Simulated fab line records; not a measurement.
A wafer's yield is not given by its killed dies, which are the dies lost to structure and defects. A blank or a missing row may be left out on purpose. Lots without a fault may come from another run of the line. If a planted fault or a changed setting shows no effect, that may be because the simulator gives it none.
fab line records	flow sky130
record: lots: 13	wafers: 39	lastDay: 50
route steps=708 shown CAP2M@615 VIA4@657
lots with no fault: from the same line, run without faults
startH: hours from the record's first day to the start of the lot's first wafer shown	waitH: hours from the lot's prior step to this one	" unchanged from the row above	L1.1+2: a row that stands for several wafers	- value missing, or start not given	* or withheld: withheld	< > ~ a bound
route shown NAME@n: names a module that has steps shown in the file, with the first one's number in the route	usual: mean/standard deviation taken from wafers without a fault	same: alike in all rows	chamber/n: place in a boat	sites: the reading at each site	_std_site: standard deviation across them	_edge_site: mean of outer sites minus mean of inner sites	radiusMm: how far each site lies from the wafer's centre	mask NAME#n: copy n	behind: the last tool/chamber to shape the wafer	hold: why the lot went on hold/how many hours it stayed there/how the hold came to an end	device: names the non-switching transistor (n, p or np)	end of line: tests run on the same wafers once the route is complete	where a step has no rows: the recipe by itself	killed: dies that structure and defects cost at the first sort, which is not the same as the wafer's yield	map: per-die view of a wafer (x killed, . not killed, _ where there is no die)
set.NAME: the run value of the setting; set.NAME@STEP: its run value at that earlier step	model.NAME: the simulator's own value behind a step, which no gauge read
a sample of lots followed through the steps of the route, with each step as a table and each wafer as a row
services: the hour from which a tool's chamber was out of use, counted from the record's first day as startH (under 0 if before that day), plus the number of hours and why
== steps ==
step: SKY_CAP2M_OVL_MEAS_12
usual: CAP2M_OVL: 0.7/1.2
lot.wafer	tool	chamber	startH	waitH	CAP2M_OVL[nm]
L404.1	overlay-01	-	962.95	0.1	-0.1
L404.3	"	-	"	"	0.4
L404.4	"	-	"	"	-0.4
L405.1	overlay-02	-	964.35	0.1	0.0
L405.5	"	-	"	"	1.0
L405.6	"	-	"	"	0.5
L406.1	overlay-01	-	968.72	0.1	3.8
L406.3	"	-	"	"	1.2
L406.5	"	-	"	"	2.1
L407.1	overlay-01	-	980.62	0.1	1.5
L407.2	"	-	"	"	3.3
L407.3	"	-	"	"	2.6
L409.2	overlay-02	-	995.32	0.1	2.4
L409.4	"	-	"	"	-0.2
L409.6	"	-	"	"	-1.7
L410.2	overlay-02	-	995.57	0.1	-0.1
L410.3	"	-	"	"	0.2
L410.6	"	-	"	"	1.1
L412.3	overlay-01	-	1011.82	0.1	0.9
L412.5	"	-	"	"	0.1
L412.6	"	-	"	"	0.1
L413.2	overlay-02	-	1021.10	0.1	1.4
L413.5	"	-	"	"	1.2
L413.6	"	-	"	"	3.0
L414.4	overlay-01	-	1026.38	0.1	0.2
L414.5	"	-	"	"	0.0
L414.6	"	-	"	"	-0.2
L416.1	overlay-02	-	1036.20	0.1	-0.1
L416.2	"	-	"	"	1.4
L416.3	"	-	"	"	0.6
L424.3	overlay-01	-	1082.48	0.1	2.7
L424.5	"	-	"	"	1.7
L424.6	"	-	"	"	1.3
L426.4	overlay-02	-	1102.21	0.1	-2.5
L426.5	"	-	"	"	-0.4
L426.6	"	-	"	"	-0.1
L427.1	overlay-01	-	1108.31	0.1	2.4
L427.5	"	-	"	"	2.2
L427.6	"	-	"	"	2.4
step: SKY_CAP2M_METAL_ETCH_13
recipe: targetDepthNm: 220	stopOn: SiO2	chemistry: Cl2/BCl3	target: TiN	pressureMtorr: 10	icpW: 900	biasW: 48.5	Cl2_flow_sccm: 60	bcl3FlowSccm: 30	timeS: 62.9
usual: drypumpMotorCurrentA: 5.50/0.18	oesProductAu: 0.941/0.0081	throttleValvePct: 21.902/0.01
lot.wafer	tool	chamber	startH	waitH	drypumpMotorCurrentA	oesProductAu	rfHoursCounterH	throttleValvePct
L404.1	rieMetal-03	1	962.98	0.0	5.78	0.942	3	21.898
L404.3	"	1	"	"	5.80	0.950	-	21.885
L404.4	"	0	"	"	5.58	0.940	-	21.916
L405.1	rieMetal-04	1	964.38	0.0	5.28	0.936	12	21.899
L405.5	"	1	"	"	5.29	0.940	-	21.895
L405.6	"	0	"	"	5.34	0.951	-	21.895
L406.1	rieMetal-02	0	968.75	0.0	5.74	0.938	13	21.910
L406.3	"	0	"	"	5.71	0.943	-	21.898
L406.5	"	0	"	"	5.71	0.945	-	21.902
L407.1	rieMetal-04	1	980.65	0.0	5.30	0.928	12	21.908
L407.2	"	0	"	"	5.37	0.928	17	21.891
L407.3	"	1	"	"	5.30	0.932	-	21.897
L409.2	rieMetal-02	1	995.35	0.0	5.65	0.945	9	21.897
L409.4	"	0	"	"	5.66	0.941	-	21.910
L409.6	"	0	"	"	5.69	0.939	-	21.904
L410.2	rieMetal-04	0	995.60	0.0	5.34	0.948	18	21.914
L410.3	"	1	"	"	5.28	0.943	-	21.901
L410.6	"	1	"	"	5.29	0.948	-	21.902
L412.3	rieMetal-02	1	1011.90	0.1	5.63	0.934	-	21.909
L412.5	"	1	"	"	5.62	0.931	-	21.933
L412.6	"	1	"	"	5.62	0.933	-	21.927
L413.2	rieMetal-04	1	1021.13	0.0	5.30	0.946	14	21.894
L413.5	"	1	"	"	5.28	0.948	-	21.896
L413.6	"	0	"	"	5.34	0.941	-	21.909
L414.4	rieMetal-02	0	1026.43	0.0	5.75	0.941	-	21.909
L414.5	"	0	"	"	5.70	0.932	-	21.890
L414.6	"	1	"	"	5.63	0.940	-	21.909
L416.1	rieMetal-04	1	1036.23	0.0	5.30	0.951	16	21.893
L416.2	"	1	"	"	5.29	0.949	-	21.908
L416.3	"	1	"	"	5.30	0.953	-	21.906
L424.3	rieMetal-02	1	1082.53	0.0	5.61	0.948	-	21.886
L424.5	"	1	"	"	5.63	0.937	-	21.916
L424.6	"	0	"	"	5.65	0.939	-	21.918
L426.4	rieMetal-04	0	1102.26	0.0	5.36	0.946	-	21.920
L426.5	"	0	"	"	5.34	0.932	-	21.894
L426.6	"	1	"	"	5.29	0.934	-	21.906
L427.1	rieMetal-02	1	1108.35	0.0	5.63	0.946	17	21.912
L427.5	"	0	"	"	5.70	0.936	-	21.904
L427.6	"	1	"	"	5.62	0.954	-	21.876
step: SKY_CAP2M_STRIP_14
recipe: chemistry: O2/N2	powerW: 1400	pressureMtorr: 1500	platenTempC: withheld	o2FlowSccm: 3000	n2FlowSccm: 300	overashFraction: 0.5
usual: drypumpMotorCurrentA: 5.9/0.48	o2FlowSccm: 3002/9.2	oesProductAu: 0.711/0.0043	stripTimeToEndpointS: 12.67/0.047
lot.wafer	tool	chamber	startH	waitH	drypumpMotorCurrentA	o2FlowSccm	oesProductAu	rfHoursCounterH	stripTimeToEndpointS
L404.1	plasmaAsher-03	1	963.06	0.1	5.7	3016	0.713	112	12.66
L404.3	"	0	"	"	5.8	2997	0.713	-	12.68
L404.4	"	1	"	"	5.7	3000	0.714	-	12.65
L405.1	plasmaAsher-03	0	964.46	0.1	5.7	2996	0.710	112	12.70
L405.5	"	0	"	"	5.7	2999	0.713	-	12.71
L405.6	"	1	"	"	5.7	3006	0.704	-	12.59
L406.1	plasmaAsher-01	0	968.83	0.1	5.9	2987	0.705	85	12.67
L406.3	"	0	"	"	5.9	2992	0.716	-	12.68
L406.5	"	1	"	"	5.2	2990	0.710	-	12.62
L407.1	plasmaAsher-03	0	980.73	0.1	5.7	2993	0.706	114	12.67
L407.2	"	1	"	"	5.7	3003	0.711	114	12.61
L407.3	"	1	"	"	5.7	2998	0.710	-	12.70
L409.2	plasmaAsher-01	0	995.42	0.1	5.8	2993	0.703	88	12.73
L409.4	"	1	"	"	5.2	2995	0.717	-	12.74
L409.6	"	1	"	"	5.2	2999	0.707	-	12.74
L410.2	plasmaAsher-02	1	995.68	0.1	5.8	3000	0.711	57	12.53
L410.3	"	0	"	"	6.8	3009	0.710	-	12.62
L410.6	"	0	"	"	6.8	2997	0.713	-	12.60
L412.3	plasmaAsher-02	0	1012.03	0.1	6.8	3004	0.707	-	12.66
L412.5	"	1	"	"	5.8	3018	0.706	-	12.64
L412.6	"	0	"	"	6.8	3010	0.712	-	12.64
L413.2	plasmaAsher-01	0	1021.21	0.1	5.9	3001	0.707	90	12.68
L413.5	"	1	"	"	5.2	2996	0.720	-	12.67
L413.6	"	0	"	"	5.9	3018	0.712	-	12.62
L414.4	plasmaAsher-02	0	1026.51	0.1	6.8	3004	0.715	-	12.64
L414.5	"	1	"	"	5.8	2999	0.714	-	12.63
L414.6	"	0	"	"	6.8	3006	0.714	-	12.60
L416.1	plasmaAsher-03	1	1036.39	0.1	5.7	3004	0.709	118	12.68
L416.2	"	0	"	"	5.7	2989	0.710	118	12.67
L416.3	"	1	"	"	5.7	2988	0.710	-	12.68
L424.3	plasmaAsher-01	0	1082.61	0.1	5.9	2997	0.719	-	12.67
L424.5	"	0	"	"	5.9	2992	0.713	-	12.67
L424.6	"	1	"	"	5.2	2985	0.709	-	12.71
L426.4	plasmaAsher-02	0	1102.34	0.1	6.8	3008	0.713	-	12.75
L426.5	"	0	"	"	6.8	3019	0.720	-	12.70
L426.6	"	1	"	"	5.8	3008	0.703	-	12.74
L427.1	plasmaAsher-03	1	1108.42	0.1	5.7	3002	0.704	4	12.63
L427.5	"	0	"	"	5.7	3004	0.718	-	12.63
L427.6	"	1	"	"	5.7	2999	0.711	-	12.64
step: SKY_VIA4_CVD_18
recipe: material: W	targetThkNm: 505	timeS: 152.14	tempC: 400	pressureTorr: 40
usual: heaterPowerW: 856/50	susceptorTempC: 399.98/0.22
lot.wafer	tool	chamber	startH	waitH	heaterPowerW	susceptorTempC
L404.1	cvdW-02	1	1012.76	0.0	894	400.05
L404.3	"	0	"	"	828	399.82
L404.4	"	1	"	"	923	400.01
L405.1	cvdW-01	0	1014.67	0.0	784	399.70
L405.5	"	1	"	"	804	399.95
L405.6	"	0	"	"	787	399.94
L406.1	cvdW-01	0	1018.78	0.0	772	400.14
L406.3	"	0	"	"	763	400.12
L406.5	"	1	"	"	855	400.03
L407.1	cvdW-01	1	1030.35	0.0	838	400.01
L407.2	"	0	"	"	784	399.88
L407.3	"	0	"	"	801	399.70
L409.2	cvdW-01	0	1044.46	0.0	779	400.29
L409.4	"	0	"	"	787	400.56
L409.6	"	1	"	"	870	400.05
L410.2	cvdW-02	1	1044.76	0.0	933	399.99
L410.3	"	0	"	"	825	400.14
L410.6	"	1	"	"	898	399.89
L412.3	cvdW-02	1	1060.42	0.1	907	399.98
L412.5	"	0	"	"	833	400.04
L412.6	"	1	"	"	925	400.19
L413.2	cvdW-02	1	1067.98	0.0	931	399.94
L413.5	"	0	"	"	818	399.83
L413.6	"	1	"	"	914	400.27
L414.4	cvdW-02	0	1074.76	0.1	829	399.95
L414.5	"	0	"	"	839	400.04
L414.6	"	1	"	"	884	399.98
L416.1	cvdW-02	1	1083.71	0.0	905	399.75
L416.2	"	0	"	"	804	391.21
L416.3	"	0	"	"	800	391.30
L424.3	cvdW-01	0	1126.13	0.1	782	399.73
L424.5	"	0	"	"	772	399.80
L424.6	"	1	"	"	843	399.56
L426.4	cvdW-01	0	1143.92	0.1	757	400.34
L426.5	"	0	"	"	783	400.29
L426.6	"	1	"	"	865	400.31
L427.1	cvdW-02	1	1148.68	0.0	938	400.07
L427.5	"	0	"	"	820	399.97
L427.6	"	1	"	"	923	400.21
step: SKY_VIA4_RS_MEAS_19
recipe: thkMeasGauge: four-point-probe	reads: W_of_VIA4_CVD_18+TiN_of_VIA4_SPUTTER_17
usual: VIA4_W_RS: 0.224/0.0057
lot.wafer	tool	chamber	startH	waitH	VIA4_W_RS[ohm/sq]
L404.1	filmMetro-01	-	1012.91	0.1	0.232
L404.3	"	-	"	"	0.225
L404.4	"	-	"	"	0.234
L405.1	filmMetro-02	-	1014.82	0.1	0.211
L405.5	"	-	"	"	0.223
L405.6	"	-	"	"	0.210
L406.1	filmMetro-04	-	1018.93	0.1	0.214
L406.3	"	-	"	"	0.216
L406.5	"	-	"	"	0.224
L407.1	filmMetro-02	-	1030.50	0.1	0.223
L407.2	"	-	"	"	0.212
L407.3	"	-	"	"	0.213
L409.2	filmMetro-04	-	1044.63	0.1	0.218
L409.4	"	-	"	"	0.216
L409.6	"	-	"	"	0.229
L410.2	filmMetro-02	-	1044.93	0.1	0.227
L410.3	"	-	"	"	0.221
L410.6	"	-	"	"	0.226
L412.3	filmMetro-02	-	1060.57	0.1	0.227
L412.5	"	-	"	"	0.223
L412.6	"	-	"	"	0.229
L413.2	filmMetro-04	-	1068.15	0.1	0.234
L413.5	"	-	"	"	0.225
L413.6	"	-	"	"	0.234
L414.4	filmMetro-02	-	1074.92	0.1	0.222
L414.5	"	-	"	"	0.222
L414.6	"	-	"	"	0.232
L416.1	filmMetro-01	-	1083.86	0.1	0.228
L416.2	"	-	"	"	0.259
L416.3	"	-	"	"	0.262
L424.3	filmMetro-02	-	1126.27	0.1	0.215
L424.5	"	-	"	"	0.214
L424.6	"	-	"	"	0.226
L426.4	filmMetro-02	-	1144.09	0.1	0.215
L426.5	"	-	"	"	0.217
L426.6	"	-	"	"	0.224
L427.1	filmMetro-04	-	1148.84	0.1	0.229
L427.5	"	-	"	"	0.220
L427.6	"	-	"	"	0.226
step: SKY_VIA4_THK_MEAS_20
recipe: thkMeasGauge: xrf	reads: W_of_VIA4_CVD_18
usual: VIA4_W_THK: 526/14
lot.wafer	tool	chamber	startH	waitH	VIA4_W_THK[nm]
L404.1	filmMetro-01	-	1013.03	0.1	506
L404.3	"	-	"	"	520
L404.4	"	-	"	"	500
L405.1	filmMetro-02	-	1014.94	0.1	554
L405.5	"	-	"	"	524
L405.6	"	-	"	"	556
L406.1	filmMetro-04	-	1019.05	0.1	555
L406.3	"	-	"	"	547
L406.5	"	-	"	"	528
L407.1	filmMetro-02	-	1030.62	0.1	526
L407.2	"	-	"	"	551
L407.3	"	-	"	"	550
L409.2	filmMetro-04	-	1044.74	0.1	544
L409.4	"	-	"	"	549
L409.6	"	-	"	"	520
L410.2	filmMetro-02	-	1045.04	0.1	522
L410.3	"	-	"	"	534
L410.6	"	-	"	"	519
L412.3	filmMetro-02	-	1060.67	0.1	522
L412.5	"	-	"	"	529
L412.6	"	-	"	"	514
L413.2	filmMetro-04	-	1068.26	0.1	505
L413.5	"	-	"	"	522
L413.6	"	-	"	"	504
L414.4	filmMetro-02	-	1075.01	0.1	529
L414.5	"	-	"	"	527
L414.6	"	-	"	"	508
L416.1	filmMetro-01	-	1083.98	0.1	515
L416.2	"	-	"	"	453
L416.3	"	-	"	"	449
L424.3	filmMetro-02	-	1126.37	0.1	545
L424.5	"	-	"	"	550
L424.6	"	-	"	"	522
L426.4	filmMetro-02	-	1144.18	0.1	543
L426.5	"	-	"	"	535
L426.6	"	-	"	"	521
L427.1	filmMetro-04	-	1148.96	0.1	519
L427.5	"	-	"	"	536
L427.6	"	-	"	"	527
step: SKY_VIA4_CMP_21
recipe: stopOn: SiO2	tOverpolishS: 25	downForcePsi: 3.5	platenRpm: 60	targetThkNm: 0	padVelocityMS: 0.94248
usual: motorCurrentA: 11.7/0.89	timeToEndpointS: 123/6.5
lot.wafer	tool	chamber	startH	waitH	motorCurrentA	timeToEndpointS
L404.3	cmp-02	1	1013.09	0.0	12.0	131
L404.1	"	2	"	"	10.6	118
L404.4	"	3	"	"	11.4	117
L405.1	cmp-02	3	1015.00	0.1	11.1	127
L405.6	"	3	"	"	11.2	126
L405.5	"	0	"	"	11.5	114
L406.1	cmp-01	2	1019.11	0.1	10.2	136
L406.3	"	3	"	"	12.3	133
L406.5	"	2	"	"	10.6	132
L407.3	cmp-01	2	1030.75	0.1	10.6	132
L407.2	"	3	"	"	12.1	130
L407.1	"	0	"	"	12.4	118
L409.4	cmp-02	1	1044.84	0.1	12.4	140
L409.2	"	3	"	"	11.0	123
L409.6	"	1	"	"	12.7	129
L410.2	cmp-01	3	1045.09	0.0	12.1	123
L410.3	"	0	"	"	12.5	122
L410.6	"	3	"	"	12.7	123
L412.3	cmp-02	0	1060.71	0.0	12.1	120
L412.5	"	0	"	"	11.4	121
L412.6	"	1	"	"	12.7	134
L413.2	cmp-02	0	1068.46	0.2	11.3	113
L413.5	"	1	"	"	12.3	132
L413.6	"	2	"	"	10.5	120
L414.4	cmp-01	0	1075.13	0.1	12.8	119
L414.5	"	3	"	"	11.7	122
L414.6	"	0	"	"	12.3	113
L416.2	cmp-02	2	1084.33	0.3	10.6	111
L416.1	"	3	"	"	11.1	121
L416.3	"	0	"	"	12.0	102
L424.3	cmp-01	0	1126.41	0.0	12.8	118
L424.5	"	0	"	"	12.6	116
L424.6	"	1	"	"	13.3	124
L426.4	cmp-02	2	1144.39	0.2	9.9	127
L426.5	"	3	"	"	11.4	122
L426.6	"	0	"	"	11.4	117
L427.1	cmp-02	1	1149.07	0.1	12.2	130
L427.6	"	0	"	"	11.6	120
L427.5	"	1	"	"	12.2	135
== services ==
tool	chamber	startH	hours	kind
cvdW-01	1	939.89	4.4	repair
cmp-01	-	951.59	1.4	repair
cmp-02	-	973.67	5.3	pm
cmp-02	-	986.96	0.8	repair
cmp-01	-	1004.30	2.5	repair
rieMetal-02	0	1009.68	8.8	repair
cmp-01	-	1016.91	0.5	repair
plasmaAsher-03	-	1025.79	4.3	pm
cmp-01	-	1035.03	6.0	pm
rieMetal-02	-	1038.57	1.4	pm
cmp-01	-	1042.83	1.2	repair
cmp-01	-	1046.64	0.9	repair
rieMetal-04	-	1048.68	0.5	repair
plasmaAsher-03	-	1055.25	9.0	pm
cvdW-01	0	1069.06	7.0	repair
plasmaAsher-03	-	1072.94	1.0	repair
cvdW-01	-	1077.60	6.9	pm
cmp-01	-	1083.92	1.2	repair
cvdW-01	-	1084.64	1.8	repair
cmp-01	-	1085.12	4.0	pm
cmp-02	-	1094.55	1.5	repair
cmp-01	-	1099.13	1.3	repair
cmp-01	-	1127.51	3.6	repair
cvdW-01	-	1137.74	1.2	repair
== key ==
firstSign: step: SKY_VIA4_CVD_18	reading: susceptorTempC	direction: down	sigmas: 41	usual: *	struck: *
effect: step: SKY_VIA4_RS_MEAS_19	reading: VIA4_W_RS	direction: up	sigmas: 6.5	usual: 0.224	struck: 0.261
effect: step: SKY_VIA4_THK_MEAS_20	reading: VIA4_W_THK	direction: down	sigmas: 5.5	usual: 526	struck: 451
effect: step: SKY_VIA4_CMP_21	reading: timeToEndpointS	direction: down	sigmas: 2.5	usual: *	struck: *
metAt SKY_VIA4_CVD_18
struckLots L416
struckWafers L416.2,L416.3
sortLeftOut L416.2,L416.3
notActingAt SKY_CAP2M_OVL_MEAS_12,SKY_CAP2M_METAL_ETCH_13,SKY_CAP2M_STRIP_14
onsetBetween 1074.76 1083.71
fault: kind: processParameterDrift	tool: cvdW-02	chamber: 0	onsetH: 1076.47	steps: SKY_VIA4_CVD_18	channel: tempC	offset: *	shape: step	endH: 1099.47	actsIn: *	stated: *
sortLeftOut: the simulated sort isn't trusted on such a fault, so these wafers' sort isn't shown, and their yield isn't known
